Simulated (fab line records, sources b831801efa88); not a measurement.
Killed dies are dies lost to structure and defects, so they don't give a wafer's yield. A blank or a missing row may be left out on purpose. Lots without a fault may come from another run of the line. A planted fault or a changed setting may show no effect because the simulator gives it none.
Which tool did it? | flow gf180mcu | 14 lots, 42 wafers sampled, at 4 steps of a route of 602

WHAT THE GAUGES READ, wafer by wafer
GF_SALICIDE_THK_MEAS_05: measures by xrf. Usual: SALICIDE_TIN_THK 19.96 nm, standard deviation 0.3.
lot  | measured     | on            | SALICIDE_TIN_THK (nm) | flag
L172 | day 15 12:46 | film_metro-04 | 20.22 19.72 20.16     |
L173 | day 15 15:35 | film_metro-04 | 20.15 19.98 19.65     |
L175 | day 16 15:35 | film_metro-04 | 20.24 20.20 20.21     |
L176 | day 16 20:13 | film_metro-04 | 20.09 20.24 20.03     |
L177 | day 17 00:57 | film_metro-03 | 19.57 19.60 19.40     |
L178 | day 17 06:31 | film_metro-04 | 19.78 19.76 19.87     |
L179 | day 17 10:53 | film_metro-02 | 19.78 19.95 19.89     |
L180 | day 18 02:09 | film_metro-02 | 20.09 20.09 20.25     |
L181 | day 18 08:19 | film_metro-04 | 19.77 19.77 19.59     |
L182 | day 18 22:55 | film_metro-04 | 19.96 20.33 20.01     |
L191 | day 21 23:53 | film_metro-03 | 19.15 19.50 19.38     |
L192 | day 22 05:41 | film_metro-02 | 20.06 19.65 19.98     |
L193 | day 22 23:02 | film_metro-02 | 20.37 20.43 20.79     |
L195 | day 23 06:14 | film_metro-02 | 20.21 19.99 20.06     |

GF_M1_OVL_MEAS_15. Usual: M1_OVL 1 nm, standard deviation 6.5.
lot  | measured     | on         | M1_OVL (nm) | flag
L172 | day 17 12:58 | overlay-02 | -7 -9 -9    |
L173 | day 17 15:55 | overlay-01 | -6 -5 -4    |
L175 | day 18 16:37 | overlay-01 | -9 -10 2    |
L176 | day 18 22:11 | overlay-01 | -3 -2 -3    |
L177 | day 19 02:10 | overlay-02 | -2 -1 -4    |
L178 | day 19 08:58 | overlay-01 | 3 1 4       |
L179 | day 19 13:41 | overlay-01 | 0 -2 2      |
L180 | day 20 05:50 | overlay-01 | 8 -5 13     |
L181 | day 20 11:44 | overlay-01 | 5 0 1       |
L182 | day 21 02:10 | overlay-02 | -9 4 1      |
L191 | day 24 00:17 | overlay-01 | 6 6 20      |
L192 | day 24 05:08 | overlay-02 | 2 -2 -6     |
L193 | day 24 21:02 | overlay-01 | 4 2 3       |
L195 | day 25 05:05 | overlay-02 | 9 10 4      |

WHICH TOOL RAN EACH LOT (tool, then ch and the chambers of the sampled wafers, then the start)
lot  | GF_HV_LDD_SOFTBAKE_42             | GF_SALICIDE_SPUTTER_03
L172 | litho_track-04 ch 0, day 12 06:44 | pvd_sputter-02, day 15 12:36
L173 | litho_track-02 ch 0, day 12 11:22 | pvd_sputter-02, day 15 15:26
L175 | litho_track-03 ch 0, day 13 09:19 | pvd_sputter-04, day 16 15:26
L176 | litho_track-04 ch 0, day 13 12:29 | pvd_sputter-01, day 16 20:04
L177 | litho_track-03 ch 0, day 13 17:11 | pvd_sputter-04, day 17 00:47
L178 | litho_track-04 ch 0, day 13 22:22 | pvd_sputter-04, day 17 06:22
L179 | litho_track-04 ch 0, day 14 02:47 | pvd_sputter-02, day 17 10:44
L180 | litho_track-02 ch 0, day 14 15:22 | pvd_sputter-01, day 18 01:59
L181 | litho_track-04 ch 0, day 14 21:31 | pvd_sputter-01, day 18 08:10
L182 | litho_track-03 ch 0, day 15 09:47 | pvd_sputter-01, day 18 22:46
L191 | litho_track-04 ch 0, day 18 07:01 | pvd_sputter-04, day 21 23:44
L192 | litho_track-04 ch 0, day 18 11:52 | pvd_sputter-02, day 22 05:32
L193 | litho_track-03 ch 0, day 19 05:02 | pvd_sputter-01, day 22 22:52
L195 | litho_track-03 ch 0, day 19 15:04 | pvd_sputter-01, day 23 06:05
- GF_HV_LDD_SOFTBAKE_42: time 60 s.
- GF_SALICIDE_SPUTTER_03: material TiN, target thk 20 nm, time 16.7 s.

WHAT THE TOOLS THEMSELVES READ (means of the sampled wafers that have a number; where no wafer has one, the mark that the record gives instead)
GF_HV_LDD_SOFTBAKE_42. Usual: resist_line_temp_C 23.00 C, standard deviation 0.1; run_length_s 89.30 s, standard deviation 0.14.
lot  | tool           | resist_line_temp_C (C) | run_length_s (s) | flag
L172 | litho_track-04 | 22.98                  | 89.41            |
L173 | litho_track-02 | 23.10                  | 89.31            |
L175 | litho_track-03 | 23.04                  | 89.22            |
L176 | litho_track-04 | 22.95                  | 89.31            |
L177 | litho_track-03 | 23.01                  | 89.33            |
L178 | litho_track-04 | 23.02                  | 89.35            |
L179 | litho_track-04 | 22.97                  | 89.44            |
L180 | litho_track-02 | 23.12                  | 89.14            |
L181 | litho_track-04 | 22.96                  | 89.35            |
L182 | litho_track-03 | 22.89                  | 89.19            |
L191 | litho_track-04 | 22.97                  | 92.90            | OFF
L192 | litho_track-04 | 22.96                  | 92.88            | OFF
L193 | litho_track-03 | 22.90                  | 89.22            |
L195 | litho_track-03 | 23.04                  | 89.19            |

GF_SALICIDE_SPUTTER_03. Usual: throttle_valve_pct 30.5 %, standard deviation 1.3.
lot  | tool           | throttle_valve_pct (%) | flag
L172 | pvd_sputter-02 | 29.1                   |
L173 | pvd_sputter-02 | 29.6                   |
L175 | pvd_sputter-04 | 31.1                   |
L176 | pvd_sputter-01 | 32.4                   |
L177 | pvd_sputter-04 | 31.2                   |
L178 | pvd_sputter-04 | 31.2                   |
L179 | pvd_sputter-02 | 29.7                   |
L180 | pvd_sputter-01 | 32.5                   |
L181 | pvd_sputter-01 | 32.2                   |
L182 | pvd_sputter-01 | 31.2                   |
L191 | pvd_sputter-04 | 30.4                   |
L192 | pvd_sputter-02 | 29.8                   |
L193 | pvd_sputter-01 | 30.5                   |
L195 | pvd_sputter-01 | 31.4                   |

THE ANSWER, worked out from the rows above alone
Rule: a lot is off if the mean of its wafers that have a number lies more than 3 standard deviations from the usual mean. A lot without any number at a reading at which 4 lots or more have one is off too. The other lots that the step has rows for count as sound. The gauges are gone through in route order, then the tools' own readings, and for those a lot's mean is taken as printed above. The first step at which some lot is off is used, and at that step the reading that is off furthest; a lot without a number counts as furthest.
Off: L191, L192, at GF_HV_LDD_SOFTBAKE_42 (run_length_s).
A tool fits if, at that step or a process step before it, it ran every lot that is off, and no sound lot after the first of them. One fits: litho_track-04 at GF_HV_LDD_SOFTBAKE_42. Its last sound lot is L181 (day 14 21:31), its first lot that is off L191 (day 18 07:01): a fault that began between those two fits.
The tool's own readings at GF_HV_LDD_SOFTBAKE_42 bear it out: on the lots that are off they differ by more than 5 times the standard deviation of the sound lots' means. run_length_s reads 92.89 s there against 89.29 s on the sound lots.

WHAT THE SIMULATOR HAD PUT IN
Process parameter drift: litho_track-04, from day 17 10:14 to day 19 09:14, at GF_HV_LDD_SOFTBAKE_42. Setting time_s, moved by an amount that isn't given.
Lots struck among those shown: L191, L192. The rule above found the same.
